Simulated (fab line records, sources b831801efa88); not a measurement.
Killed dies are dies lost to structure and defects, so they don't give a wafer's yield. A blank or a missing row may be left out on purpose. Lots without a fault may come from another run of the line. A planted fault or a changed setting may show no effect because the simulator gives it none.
Which tool did it? | flow gf180mcu | 13 lots, 39 wafers sampled, at 6 steps of a route of 602

WHAT THE GAUGES READ, wafer by wafer
GF_STI_THK_MEAS_24. Usual: STI_CVD_23_THK 653 nm, standard deviation 8.5.
lot  | measured    | on            | STI_CVD_23_THK (nm) | flag
L146 | day 2 08:00 | film_metro-03 | 657 658 647         |
L147 | day 2 12:02 | film_metro-02 | 646 657 645         |
L148 | day 2 16:19 | film_metro-03 | 637 645 636         |
L149 | day 2 18:16 | film_metro-01 | 643 657 650         |
L152 | day 3 09:40 | film_metro-03 | 664 646 660         |
L153 | day 3 17:37 | film_metro-01 | 650 650 650         |
L155 | day 4 02:45 | film_metro-03 | 668 648 661         |
L157 | day 4 15:18 | film_metro-01 | 651 658 642         |
L158 | day 4 18:37 | film_metro-03 | 662 663 665         |
L159 | day 4 23:46 | film_metro-02 | 647 655 655         |
L163 | day 5 20:54 | film_metro-02 | 659 949 664         | OFF
L164 | day 6 01:31 | film_metro-02 | 651 948 655         | OFF
L165 | day 6 05:29 | film_metro-02 | 674 654 956         | OFF

GF_M1_CD_MEAS_14: target cd 230 nm. Usual: cd_nm 230.6 nm, standard deviation 1.2.
lot  | measured     | on        | cd_nm (nm)        | flag
L146 | day 17 09:56 | cd_sem-01 | 231.8 230.7 231.3 |
L147 | day 17 12:59 | cd_sem-02 | 230.8 231.6 231.4 |
L148 | day 17 22:25 | cd_sem-02 | 231.0 232.1 231.0 |
L149 | day 17 22:46 | cd_sem-01 | 229.8 229.6 229.4 |
L152 | day 19 16:31 | cd_sem-02 | 228.4 228.0 227.9 |
L153 | day 20 08:31 | cd_sem-01 | 229.2 228.2 229.5 |
L155 | day 20 21:18 | cd_sem-02 | 231.1 231.3 232.2 |
L157 | day 21 16:31 | cd_sem-02 | 231.4 231.1 229.9 |
L158 | day 21 21:30 | cd_sem-01 | 231.7 232.1 231.2 |
L159 | day 22 02:17 | cd_sem-02 | 229.7 231.2 231.3 |
L163 | day 23 09:08 | cd_sem-02 | 229.7 231.5 230.8 |
L164 | day 23 13:11 | cd_sem-02 | 230.5 231.8 231.6 |
L165 | day 23 16:06 | cd_sem-01 | 231.4 232.1 231.5 |

GF_V1_THK_MEAS_25: measures by xrf. Usual: V1_W_THK 369 nm, standard deviation 6.1.
lot  | measured     | on            | V1_W_THK (nm) | flag
L146 | day 18 11:07 | film_metro-01 | 372 371 370   |
L147 | day 18 15:04 | film_metro-02 | 361 357 366   |
L148 | day 19 00:55 | film_metro-01 | 370 373 374   |
L149 | day 19 01:13 | film_metro-03 | 369 374 372   |
L152 | day 20 19:01 | film_metro-03 | 363 370 368   |
L153 | day 21 11:14 | film_metro-02 | 360 364 363   |
L155 | day 21 23:29 | film_metro-03 | 363 363 365   |
L157 | day 22 18:21 | film_metro-03 | 368 369 375   |
L158 | day 22 23:51 | film_metro-01 | 373 371 373   |
L159 | day 23 04:37 | film_metro-01 | 380 368 376   |
L163 | day 24 10:28 | film_metro-03 | 362 369 368   |
L164 | day 24 14:26 | film_metro-02 | 360 362 358   |
L165 | day 24 16:22 | film_metro-03 | 369 365 369   |

WHICH TOOL RAN EACH LOT (tool, then ch and the chambers of the sampled wafers, then the start)
lot  | GF_STI_CVD_23                   | GF_STI_CMP_25                | GF_NSD_STRIP_11
L146 | hdpcvd-02 ch 0,1,2, day 2 07:54 | cmp-01 ch 0,1,2, day 2 08:11 | plasma_asher-02 ch 0,1, day 13 17:08
L147 | hdpcvd-01 ch 0,1,2, day 2 11:58 | cmp-01 ch 2,3, day 2 12:07   | plasma_asher-04 ch 0,1, day 13 19:58
L148 | hdpcvd-02 ch 0,1, day 2 16:14   | cmp-01 ch 0,2,3, day 2 16:26 | plasma_asher-03 ch 0,1, day 14 04:19
L149 | hdpcvd-01 ch 0,1,2, day 2 18:11 | cmp-01 ch 0,1,3, day 2 18:22 | plasma_asher-03 ch 0,1, day 14 04:56
L152 | hdpcvd-01 ch 1,2, day 3 09:35   | cmp-02 ch 1,3, day 3 12:04   | plasma_asher-03 ch 1, day 15 18:10
L153 | hdpcvd-01 ch 0,1, day 3 17:32   | cmp-02 ch 0,1,3, day 3 17:41 | plasma_asher-04 ch 0,1, day 16 08:10
L155 | hdpcvd-01 ch 0,1,2, day 4 02:40 | cmp-01 ch 0,2,3, day 4 03:29 | plasma_asher-03 ch 0,1, day 16 20:40
L157 | hdpcvd-02 ch 0,1,2, day 4 15:14 | cmp-01 ch 1,3, day 4 15:30   | plasma_asher-04 ch 0,1, day 17 14:40
L158 | hdpcvd-02 ch 0,2, day 4 18:31   | cmp-01 ch 0,1, day 4 18:40   | plasma_asher-03 ch 0,1, day 17 19:50
L159 | hdpcvd-01 ch 0,1,2, day 4 23:40 | cmp-02 ch 0,1,3, day 4 23:54 | plasma_asher-03 ch 0,1, day 17 21:47
L163 | hdpcvd-02 ch 0,2, day 5 20:48   | cmp-02 ch 0,3, day 5 20:59   | plasma_asher-03 ch 0,1, day 19 05:50
L164 | hdpcvd-02 ch 0,1, day 6 01:26   | cmp-02 ch 0,3, day 6 01:37   | plasma_asher-03 ch 0,1, day 19 10:04
L165 | hdpcvd-02 ch 0,1,2, day 6 05:24 | cmp-02 ch 0,1,2, day 6 05:32 | plasma_asher-04 ch 0,1, day 19 13:46
- GF_STI_CVD_23: deposits SiO2, target thk 650 nm, time 108.3 s.
- GF_STI_CMP_25: polishes, stops on Si3N4, t overpolish 33 s, target thk 524.6 nm.
- GF_NSD_STRIP_11: strips in O2/N2.

WHAT THE TOOLS THEMSELVES READ (means of the sampled wafers that have a number; where no wafer has one, the mark that the record gives instead)
GF_STI_CMP_25. Usual: motor_current_A 12.1 A, standard deviation 0.6; slurry_flow_ml_min 150.0, standard deviation 0.43; time_to_endpoint_s 125 s, standard deviation 3.8.
lot  | tool   | motor_current_A (A) | slurry_flow_ml_min | time_to_endpoint_s (s) | flag
L146 | cmp-01 | 12.4                | 150.2              | 131                    |
L147 | cmp-01 | 12.3                | 150.0              | 128                    |
L148 | cmp-01 | 12.4                | 149.7              | 127                    |
L149 | cmp-01 | 12.1                | 149.8              | 126                    |
L152 | cmp-02 | 11.4                | 149.6              | 122                    |
L153 | cmp-02 | 11.9                | 149.7              | 128                    |
L155 | cmp-01 | 12.3                | 150.4              | 123                    |
L157 | cmp-01 | 12.6                | 149.8              | 119                    |
L158 | cmp-01 | 12.1                | 149.9              | 124                    |
L159 | cmp-02 | 11.9                | 149.9              | 125                    |
L163 | cmp-02 | 12.3                | 149.6              | 142                    | OFF
L164 | cmp-02 | 12.3                | 150.1              | 141                    | OFF
L165 | cmp-02 | 11.3                | 149.8              | 145                    | OFF

GF_NSD_STRIP_11. Usual: drypump_motor_current_A 5.8 A, standard deviation 0.43; heater_power_w 307 W, standard deviation 46; oes_product_au 0.487 a.u., standard deviation 0.0046; strip_time_to_endpoint_s 22.96 s, standard deviation 0.042.
lot  | tool            | drypump_motor_current_A (A) | heater_power_w (W) | oes_product_au (a.u.) | strip_time_to_endpoint_s (s) | flag
L146 | plasma_asher-02 | 5.8                         | 354                | 0.482                 | 22.94                        |
L147 | plasma_asher-04 | 5.8                         | 326                | 0.491                 | 22.97                        |
L148 | plasma_asher-03 | 6.0                         | 256                | 0.486                 | 22.85                        |
L149 | plasma_asher-03 | 6.0                         | 253                | 0.489                 | 22.97                        |
L152 | plasma_asher-03 | 6.4                         | 237                | 0.484                 | 22.90                        |
L153 | plasma_asher-04 | 5.6                         | 337                | 0.491                 | 22.94                        |
L155 | plasma_asher-03 | 6.0                         | 250                | 0.487                 | 22.93                        |
L157 | plasma_asher-04 | 5.8                         | 325                | 0.490                 | 22.93                        |
L158 | plasma_asher-03 | 6.0                         | 253                | 0.482                 | 22.95                        |
L159 | plasma_asher-03 | 5.6                         | 265                | 0.489                 | 22.97                        |
L163 | plasma_asher-03 | 5.7                         | 264                | 0.489                 | 22.98                        |
L164 | plasma_asher-03 | 6.0                         | 251                | 0.491                 | 22.95                        |
L165 | plasma_asher-04 | 5.6                         | 338                | 0.484                 | 23.01                        |

THE ANSWER, worked out from the rows above alone
Rule: a lot is off if the mean of its wafers that have a number lies more than 3 standard deviations from the usual mean. A lot without any number at a reading at which 4 lots or more have one is off too. The other lots that the step has rows for count as sound. The gauges are gone through in route order, then the tools' own readings, and for those a lot's mean is taken as printed above. The first step at which some lot is off is used, and at that step the reading that is off furthest; a lot without a number counts as furthest.
Off: L163, L164, L165, at GF_STI_THK_MEAS_24 (STI_CVD_23_THK).
A tool fits if, at a process step before that reading, it ran every lot that is off, and no sound lot after the first of them. The gauges at GF_STI_THK_MEAS_24 aren't tried: what is off there is off at GF_STI_CMP_25 too, on other tools, and a gauge's error can't cause that. One fits: hdpcvd-02 at GF_STI_CVD_23. Its last sound lot is L158 (day 4 18:31), its first lot that is off L163 (day 5 20:48): a fault that began between those two fits.

WHAT THE SIMULATOR HAD PUT IN
Process parameter drift: hdpcvd-02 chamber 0, from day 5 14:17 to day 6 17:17, at GF_STI_CVD_23. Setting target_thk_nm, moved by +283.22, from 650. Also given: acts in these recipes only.
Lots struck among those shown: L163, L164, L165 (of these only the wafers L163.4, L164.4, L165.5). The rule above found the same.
